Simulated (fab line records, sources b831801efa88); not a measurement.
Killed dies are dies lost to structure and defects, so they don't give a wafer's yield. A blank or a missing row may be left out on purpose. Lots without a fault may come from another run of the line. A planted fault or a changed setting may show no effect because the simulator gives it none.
A struck lot beside a sound one | flow gf180mcu | 43 steps out of a route of 602
Sound: wafers L218.2, L218.4, L218.6. Struck: wafers L209.1, L209.4, L209.6. The cause comes at the end.
At each step with rows: each side's tool, then ch and its chambers, then its first start. Under that, the readings that differ: sound wafers | struck wafers | difference of the means | sigmas: that difference in standard deviations of wafers without a fault.
alike: readings whose means differ by less than 2 such deviations, and words and numbers that are the same on both sides. not compared: withheld readings, readings that some wafer has no value for, bounds like >300 that may hide the same value, and numbers for which the record gives no deviation and whose values overlap.
The two part at a step that has a row with sigmas, a row that says differs or no value, or rows on one side only. Numbers that don't overlap but have no deviation are shown without sigmas and don't part them. A reading that every wafer of one side lacks parts them only if that side has two wafers or more.

first, 3 steps without rows for these wafers: GF_V1_STRIP_19 (strips in post etch residue remover, time 1200 s); GF_V1_CLEAN_20 (cleans in DIW); GF_V1_SPUTTER_21 (material Ti, target thk 15 nm, time 80.02 s).
GF_V1_SPUTTER_22: material TiN, target thk 10 nm, time 40 s.
  sound on pvd_sputter-03, day 24 22:18; struck on pvd_sputter-03, day 21 15:15
  alike: cathode_dc_power_W, throttle_valve_pct
GF_V1_CVD_23: deposits W, target thk 350 nm, time 105.05 s.
  sound on cvd_w-01 ch 0,1, day 24 22:20; struck on cvd_w-02 ch 0,1, day 21 15:17
  alike: heater_power_w
GF_V1_RS_MEAS_24: measures by four-point-probe.
  sound on film_metro-01, day 24 22:28; struck on film_metro-03, day 21 15:24
  alike: V1_W_RS
GF_V1_THK_MEAS_25: measures by xrf.
  sound on film_metro-01, day 24 22:35; struck on film_metro-03, day 21 15:31
  alike: V1_W_THK
then, 1 step without rows for these wafers: GF_V1_CMP_26 (polishes, stops on SiO2, t overpolish 15 s, target thk 0 nm).
GF_M2_SPUTTER_00: material Ti, target thk 37.5 nm, time 150 s.
  sound on pvd_sputter-04, day 24 22:56; struck on pvd_sputter-04, day 21 15:53
  alike: cathode_dc_power_W, throttle_valve_pct
GF_M2_SPUTTER_01: material TiN, target thk 30 nm, time 25 s.
  sound on pvd_sputter-04, day 24 23:02; struck on pvd_sputter-04, day 21 15:59
  alike: cathode_dc_power_W, throttle_valve_pct
then, 2 steps without rows for these wafers: GF_M2_SPUTTER_02 (material AlCu, target thk 450 nm, time 23.9 s); GF_M2_SPUTTER_03 (material Ti, target thk 10 nm, time 6.7 s).
GF_M2_SPUTTER_04: material TiN, target thk 50 nm, time 41.7 s.
  sound on pvd_sputter-04, day 24 23:07; struck on pvd_sputter-04, day 21 16:04
  reading                | sound                | struck               | difference | sigmas
  cathode_dc_power_W (W) | 6500.9 6501.1 6500.7 | 6333.0 6336.2 6336.0 | -165.8     | -99 or more
  alike: throttle_valve_pct
  not compared: model.TiN_of_M2_SPUTTER_04.thk_nm
GF_M2_RS_MEAS_05: measures by four-point-probe.
  sound on film_metro-02, day 24 23:10; struck on film_metro-03, day 21 16:06
  alike: M2_ALCU_RS
GF_M2_THK_MEAS_06: measures by xrf.
  sound on film_metro-02, day 24 23:17; struck on film_metro-03, day 21 16:13
  reading          | sound       | struck      | difference | sigmas
  M2_ALCU_THK (nm) | 465 460 456 | 449 447 452 | -11        | -2
then, 7 steps without rows for these wafers: GF_M2_DEHYDRATE_07 (time 60 s); GF_M2_HMDS_08 (prime time 60 s); GF_M2_COAT_09 (resist thk 1000 nm); GF_M2_SOFTBAKE_10 (time 60 s); GF_M2_EXPOSE_11 (exposes mask Metal2, target cd 280 nm); GF_M2_PEB_12 (peb time 90 s); GF_M2_DEVELOP_13 (develop time 60 s).
GF_M2_CD_MEAS_14: target cd 280 nm.
  sound on cd_sem-01, day 25 20:04; struck on cd_sem-02, day 22 15:18
  alike: cd_nm
GF_M2_OVL_MEAS_15:
  sound on overlay-02, day 25 20:10; struck on overlay-02, day 22 15:25
  alike: M2_OVL
then, 5 steps without rows for these wafers: GF_M2_METAL_ETCH_16 (etches the open film in Cl2/BCl3, stops on SiO2, target depth 750.8 nm, time 125.1 s); GF_M2_STRIP_17 (strips in O2/N2); GF_M2_STRIP_18 (strips in post etch residue remover, time 1200 s); GF_M2_CLEAN_19 (cleans in DIW); GF_V2_CVD_00 (deposits SiO2, target thk 600 nm, time 100 s).
GF_V2_THK_MEAS_01:
  sound on film_metro-02, day 25 21:02; struck on film_metro-02, day 22 16:20
  alike: V2_CVD_00_THK
GF_V2_CVD_02: deposits SiO2 from TEOS, target thk 850 nm, time 94.851 s.
  sound on pecvd-03 ch 0,1,2, day 25 21:05; struck on pecvd-01 ch 0,2, day 22 16:23
  alike: heater_power_w
GF_V2_THK_MEAS_03:
  sound on film_metro-04, day 25 21:10; struck on film_metro-01, day 22 16:28
  alike: V2_CVD_02_THK
then, 1 step without rows for these wafers: GF_V2_CMP_04 (polishes SiO2).
GF_V2_BOW_MEAS_05:
  sound on film_metro-02, day 25 21:32; struck on film_metro-02, day 22 16:49
  alike: V2_BOW
then, 8 steps without rows for these wafers: GF_V2_DEHYDRATE_06 (time 60 s); GF_V2_HMDS_07 (prime time 60 s); GF_V2_COAT_08; GF_V2_COAT_09 (resist thk 1000 nm); GF_V2_SOFTBAKE_10 (time 60 s); GF_V2_EXPOSE_11 (exposes mask Via2, target cd 260 nm); GF_V2_PEB_12 (peb time 90 s); GF_V2_DEVELOP_13 (develop time 60 s).
GF_V2_STRIP_19: strips in post etch residue remover, time 1200 s.
  sound on wet_bench-03 ch 2, day 26 18:48; struck on wet_bench-03 ch 3, day 23 15:53
  alike: bath_guard_temp_C, temp_c
  not compared: model.TiN_of_M2_SPUTTER_04.thk_nm

WHERE THEY PART
First at GF_M2_SPUTTER_04; last, within this record, at GF_M2_THK_MEAS_06. Later steps at which nothing parts them and some readings are alike: GF_M2_CD_MEAS_14, GF_M2_OVL_MEAS_15, GF_V2_THK_MEAS_01, GF_V2_CVD_02, GF_V2_THK_MEAS_03, GF_V2_BOW_MEAS_05, GF_V2_STRIP_19.

WHY: what the simulator had put in
Process parameter drift: pvd_sputter-04, from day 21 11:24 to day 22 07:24, at GF_M2_SPUTTER_04. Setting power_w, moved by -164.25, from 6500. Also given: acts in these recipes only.
